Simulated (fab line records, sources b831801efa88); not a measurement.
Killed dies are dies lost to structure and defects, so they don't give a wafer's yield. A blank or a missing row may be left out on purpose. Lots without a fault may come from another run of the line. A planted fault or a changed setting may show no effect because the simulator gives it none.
Which tool did it? | flow gf180mcu | 13 lots, 36 wafers sampled, at 5 steps of a route of 602

WHAT THE GAUGES READ, wafer by wafer
GF_HV_LDD_TW_MEAS_11.
lot  | measured     | on            | HV_LDD_TW
L265 | day 10 02:51 | film_metro-04 | 2433 2449 2434
L266 | day 10 13:05 | film_metro-01 | 2407 2401 2418
L267 | day 10 18:13 | film_metro-04 | 2446 2423 2426
L269 | day 11 09:53 | film_metro-04 | 2423 2424 2434
L271 | day 12 01:38 | film_metro-02 | 2424 2413 2424
L279 | day 14 07:25 | film_metro-04 | 2434 2376
L280 | day 14 13:21 | film_metro-01 | 2357 2370
L281 | day 15 00:05 | film_metro-01 | 2413 2338 2362 2412 2338 2352
L283 | day 15 18:59 | film_metro-01 | 2424 2418 2408
L285 | day 16 06:46 | film_metro-02 | 2418 2396 2434
L286 | day 16 08:01 | film_metro-01 | 2430 2430 2420
L287 | day 16 16:46 | film_metro-04 | 2445 2451 2447
L288 | day 17 09:17 | film_metro-01 | 2423 2433 2438

GF_HV_LDD_RS_MEAS_53: measures by four-point-probe.
lot  | measured     | on            | HV_LDD_RS (ohm/sq)
L265 | day 12 12:08 | film_metro-01 | 418.5 418.6 417.9
L266 | day 12 22:56 | film_metro-02 | 420.0 419.4 418.9
L267 | day 13 04:34 | film_metro-02 | 417.9 418.0 418.9
L269 | day 13 22:05 | film_metro-01 | 419.5 418.5 418.5
L271 | day 14 15:07 | film_metro-01 | 418.6 420.1 418.3
L279 | day 17 02:28 | film_metro-04 | 418.4 439.3 419.3 438.2
L280 | day 17 09:21 | film_metro-02 | 439.8 439.9
L281 | day 17 21:03 | film_metro-02 | 419.1 438.0 438.7 419.3 438.2 438.2
L283 | day 18 15:55 | film_metro-02 | 419.1 419.4 419.5
L285 | day 19 05:08 | film_metro-02 | 417.9 419.2 419.3
L286 | day 19 06:53 | film_metro-02 | 418.8 420.4 419.1
L287 | day 19 15:53 | film_metro-04 | 417.9 417.3 418.1
L288 | day 20 11:00 | film_metro-01 | 416.8 416.9 417.5

GF_V2_BOW_MEAS_05.
lot  | measured     | on            | V2_BOW (um)
L265 | day 19 06:52 | film_metro-04 | 115 99 105
L266 | day 19 21:31 | film_metro-01 | 92 102 85
L267 | day 20 04:11 | film_metro-01 | 87 99 94
L269 | day 21 00:53 | film_metro-02 | 89 95 98
L271 | day 21 20:27 | film_metro-01 | 95 110 96
L279 | day 24 08:30 | film_metro-01 | 99 103
L280 | day 24 16:52 | film_metro-04 | 85
L281 | day 25 04:18 | film_metro-01 | 93 105 101
L283 | day 25 19:16 | film_metro-02 | 100 98 97
L285 | day 26 08:50 | film_metro-02 | 106 104 113
L286 | day 26 11:17 | film_metro-02 | 93 83 99
L287 | day 26 17:01 | film_metro-04 | 102 94 106
L288 | day 27 10:07 | film_metro-01 | 100 96 104

WHICH TOOL RAN EACH LOT (tool, then ch and the chambers of the sampled wafers, then the start)
lot  | GF_HV_LDD_IMPLANT_09            | GF_M2_SPUTTER_00
L265 | implanter-02 ch 0, day 10 02:36 | pvd_sputter-04, day 18 05:55
L266 | implanter-02 ch 0, day 10 12:52 | pvd_sputter-03, day 18 19:50
L267 | implanter-03 ch 0, day 10 17:59 | pvd_sputter-04, day 19 02:17
L269 | implanter-03 ch 0, day 11 09:38 | pvd_sputter-04, day 19 22:48
L271 | implanter-03 ch 0, day 12 01:24 | pvd_sputter-02, day 20 19:14
L279 | implanter-03 ch 0, day 14 07:11 | pvd_sputter-02, day 23 09:10
L280 | implanter-03 ch 0, day 14 13:09 | pvd_sputter-03, day 23 17:05
L281 | implanter-03 ch 0, day 14 23:51 | pvd_sputter-03, day 24 04:56
L283 | implanter-01 ch 0, day 15 18:46 | pvd_sputter-04, day 24 20:29
L285 | implanter-01 ch 0, day 16 06:31 | pvd_sputter-03, day 25 09:56
L286 | implanter-02 ch 0, day 16 07:46 | pvd_sputter-03, day 25 12:08
L287 | implanter-01 ch 0, day 16 16:31 | pvd_sputter-03, day 25 18:07
L288 | implanter-02 ch 0, day 17 09:03 | pvd_sputter-03, day 26 12:02
- GF_HV_LDD_IMPLANT_09
- GF_M2_SPUTTER_00: material Ti, target thk 37.5 nm, time 150 s.

WHAT THE TOOLS THEMSELVES READ (means of the sampled wafers that have a number; where no wafer has one, the mark that the record gives instead)
GF_M2_SPUTTER_00.
lot  | tool           | throttle_valve_pct (%)
L265 | pvd_sputter-04 | 29.9
L266 | pvd_sputter-03 | 29.1
L267 | pvd_sputter-04 | 29.5
L269 | pvd_sputter-04 | 30.6
L271 | pvd_sputter-02 | 29.2
L279 | pvd_sputter-02 | 29.5
L280 | pvd_sputter-03 | 29.3
L281 | pvd_sputter-03 | 29.7
L283 | pvd_sputter-04 | 30.0
L285 | pvd_sputter-03 | 29.6
L286 | pvd_sputter-03 | 29.8
L287 | pvd_sputter-03 | 29.2
L288 | pvd_sputter-03 | 29.8

THE ANSWER, worked out from the rows above alone
Rule: what is usual is taken from the lots themselves. Put in order of their means at a reading, lots are off if they are a third of the lots or fewer, leave a main group of 4 or more, and stand apart from it by a gap of 3 or more times the standard deviation of the main group's means; of several such gaps the widest counts. A main group whose means are all the same, to the digits that the tables above print for the reading, isn't used. A lot without any number at a reading at which 4 lots or more have one is off too. The other lots that the step has rows for count as sound. The gauges are gone through in route order, then the tools' own readings, and for those a lot's mean is taken as printed above. The first step at which some lot is off is used, and at that step the reading that is off furthest; a lot without a number counts as furthest.
Off: L279, L280, L281, at GF_HV_LDD_RS_MEAS_53 (HV_LDD_RS). The main group: mean 418.6 ohm/sq, standard deviation 0.73.
A tool fits if, at a process step before that reading, it ran every lot that is off, and no sound lot after the first of them. The gauges at GF_HV_LDD_RS_MEAS_53 are tried like those tools. One fits: implanter-03 at GF_HV_LDD_IMPLANT_09. Its last sound lot is L271 (day 12 01:24), its first lot that is off L279 (day 14 07:11): a fault that began between those two fits.

WHAT THE SIMULATOR HAD PUT IN
Process parameter drift: implanter-03, from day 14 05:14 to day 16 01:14, at GF_HV_LDD_IMPLANT_09. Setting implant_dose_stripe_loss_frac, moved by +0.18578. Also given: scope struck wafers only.
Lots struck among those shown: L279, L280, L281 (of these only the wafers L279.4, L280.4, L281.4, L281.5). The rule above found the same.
